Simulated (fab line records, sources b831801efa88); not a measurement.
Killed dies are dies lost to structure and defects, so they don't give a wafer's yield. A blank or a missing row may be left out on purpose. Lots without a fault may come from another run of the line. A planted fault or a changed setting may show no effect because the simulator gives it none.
Which tool did it? | flow sky130 | 13 lots, 39 wafers sampled, at 4 steps of a route of 708

WHAT THE GAUGES READ, wafer by wafer
SKY_SONOS_ONO_CD_MEAS_13: target cd 410 nm. Usual: cd_nm 410.0 nm, standard deviation 2.
lot  | measured     | on        | cd_nm (nm)        | flag
L534 | day 12 17:58 | cd_sem-02 | 409.8 410.9 409.3 |
L535 | day 13 01:17 | cd_sem-02 | 406.3 406.2 408.2 |
L537 | day 13 09:04 | cd_sem-01 | 414.8 413.5 412.9 |
L539 | day 14 08:40 | cd_sem-02 | 409.1 407.7 409.9 |
L540 | day 14 12:29 | cd_sem-01 | 410.1 413.6 412.0 |
L541 | day 14 23:40 | cd_sem-01 | 406.9 410.5 409.7 |
L542 | day 15 08:59 | cd_sem-01 | 408.9 410.2 410.2 |
L546 | day 16 20:13 | cd_sem-02 | 409.9 407.9 405.5 |
L548 | day 17 08:05 | cd_sem-02 | 408.9 409.2 407.8 |
L550 | day 18 04:01 | cd_sem-01 | 411.2 411.3 412.2 |
L551 | day 18 16:30 | cd_sem-02 | 408.1 410.0 408.8 |
L556 | day 20 08:00 | cd_sem-01 | 412.9 411.3 411.8 |
L557 | day 20 16:19 | cd_sem-02 | 410.1 411.0 410.1 |

SKY_LDD_HVN_TW_MEAS_10. Usual: LDD_HVN_TW 1431, standard deviation 15.
lot  | measured     | on            | LDD_HVN_TW     | flag
L534 | day 20 09:08 | film_metro-03 | 1422 1422 1425 |
L535 | day 20 14:56 | film_metro-03 | 1420 1417 1420 |
L537 | day 21 05:25 | film_metro-01 | 1449 1446 1453 |
L539 | day 22 05:05 | film_metro-01 | 1451 1458 1454 |
L540 | day 22 08:15 | film_metro-04 | 1432 1430 1429 |
L541 | day 22 22:19 | film_metro-03 | 1419 1417 1422 |
L542 | day 23 09:32 | film_metro-01 | 1444 1435 1440 |
L546 | day 24 18:24 | film_metro-04 | 1421 1424 1428 |
L548 | day 25 11:13 | film_metro-03 | 1418 1416 1420 |
L550 | day 26 04:55 | film_metro-01 | 1443 1447 1449 |
L551 | day 26 15:32 | film_metro-04 | 1439 1433 1441 |
L556 | day 28 05:56 | film_metro-04 | 1431 1421 1431 |
L557 | day 28 11:12 | film_metro-03 | 1404 1407 1402 |

WHICH TOOL RAN EACH LOT (tool, then ch and the chambers of the sampled wafers, then the start)
lot  | SKY_GATE_OXIDE_STRIP_13              | SKY_LDD_P_IMPLANT_09
L534 | plasma_asher-04 ch 0,1, day 13 22:09 | implanter-04 ch 0, day 19 02:23
L535 | plasma_asher-04 ch 0,1, day 14 06:54 | implanter-03 ch 0, day 19 08:02
L537 | plasma_asher-01 ch 0,1, day 14 14:03 | implanter-04 ch 0, day 19 22:25
L539 | plasma_asher-03 ch 0,1, day 15 14:17 | implanter-03 ch 0, day 20 22:58
L540 | plasma_asher-01 ch 0, day 15 18:07   | implanter-03 ch 0, day 21 01:44
L541 | plasma_asher-04 ch 0,1, day 16 05:40 | implanter-03 ch 0, day 21 15:10
L542 | plasma_asher-01 ch 0,1, day 16 18:32 | implanter-04 ch 0, day 22 02:56
L546 | plasma_asher-03 ch 0,1, day 18 03:13 | implanter-01 ch 0, day 23 12:38
L548 | plasma_asher-03 ch 0,1, day 18 17:13 | implanter-04 ch 0, day 24 05:20
L550 | plasma_asher-01 ch 0,1, day 19 12:50 | implanter-04 ch 0, day 24 23:56
L551 | plasma_asher-01 ch 0,1, day 20 01:37 | implanter-04 ch 0, day 25 10:08
L556 | plasma_asher-01 ch 0,1, day 21 16:11 | implanter-03 ch 0, day 27 00:53
L557 | plasma_asher-04 ch 0,1, day 22 00:49 | implanter-03 ch 0, day 27 07:10
- SKY_GATE_OXIDE_STRIP_13: strips in O2/N2.
- SKY_LDD_P_IMPLANT_09

WHAT THE TOOLS THEMSELVES READ (means of the sampled wafers that have a number; where no wafer has one, the mark that the record gives instead)
SKY_GATE_OXIDE_STRIP_13. Usual: drypump_motor_current_A 5.8 A, standard deviation 0.35; oes_product_au 0.716 a.u., standard deviation 0.0046; strip_time_to_endpoint_s 14.20 s, standard deviation 0.035.
lot  | tool            | drypump_motor_current_A (A) | oes_product_au (a.u.) | strip_time_to_endpoint_s (s) | flag
L534 | plasma_asher-04 | 5.9                         | 0.717                 | 14.20                        |
L535 | plasma_asher-04 | 5.8                         | 0.717                 | 14.18                        |
L537 | plasma_asher-01 | 5.9                         | 0.711                 | 14.19                        |
L539 | plasma_asher-03 | 5.7                         | 0.715                 | 14.23                        |
L540 | plasma_asher-01 | 5.4                         | 0.718                 | 14.14                        |
L541 | plasma_asher-04 | 6.0                         | 0.712                 | 14.11                        |
L542 | plasma_asher-01 | 5.7                         | 0.716                 | 14.20                        |
L546 | plasma_asher-03 | 5.7                         | 0.718                 | 14.21                        |
L548 | plasma_asher-03 | 5.5                         | 0.718                 | 14.22                        |
L550 | plasma_asher-01 | 5.9                         | 0.714                 | 14.26                        |
L551 | plasma_asher-01 | 5.9                         | 0.718                 | 14.22                        |
L556 | plasma_asher-01 | 5.9                         | 0.714                 | 14.19                        |
L557 | plasma_asher-04 | 5.8                         | 0.716                 | 14.23                        |

SKY_LDD_P_IMPLANT_09. Usual: beam_energy_keV 25.000, standard deviation 0.0079.
lot  | tool         | beam_energy_keV | flag
L534 | implanter-04 | 25.003          |
L535 | implanter-03 | 24.993          |
L537 | implanter-04 | 24.998          |
L539 | implanter-03 | 24.999          |
L540 | implanter-03 | 25.007          |
L541 | implanter-03 | 25.001          |
L542 | implanter-04 | 25.011          |
L546 | implanter-01 | 25.001          |
L548 | implanter-04 | 24.999          |
L550 | implanter-04 | 25.792          | OFF
L551 | implanter-04 | 25.793          | OFF
L556 | implanter-03 | 25.008          |
L557 | implanter-03 | 25.006          |

THE ANSWER, worked out from the rows above alone
Rule: a lot is off if the mean of its wafers that have a number lies more than 3 standard deviations from the usual mean. A lot without any number at a reading at which 4 lots or more have one is off too. The other lots that the step has rows for count as sound. The gauges are gone through in route order, then the tools' own readings, and for those a lot's mean is taken as printed above. The first step at which some lot is off is used, and at that step the reading that is off furthest; a lot without a number counts as furthest.
Off: L550, L551, at SKY_LDD_P_IMPLANT_09 (beam_energy_keV).
A tool fits if, at that step or a process step before it, it ran every lot that is off, and no sound lot after the first of them. One fits: implanter-04 at SKY_LDD_P_IMPLANT_09. Its last sound lot is L548 (day 24 05:20), its first lot that is off L550 (day 24 23:56): a fault that began between those two fits.
The tool's own readings at SKY_LDD_P_IMPLANT_09 bear it out: on the lots that are off they differ by more than 5 times the standard deviation of the sound lots' means. beam_energy_keV reads 25.793 there against 25.002 on the sound lots.

WHAT THE SIMULATOR HAD PUT IN
Process parameter drift: implanter-04, from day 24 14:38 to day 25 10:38, at SKY_LDD_P_IMPLANT_09. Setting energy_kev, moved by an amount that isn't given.
Lots struck among those shown: L550, L551. The rule above found the same.
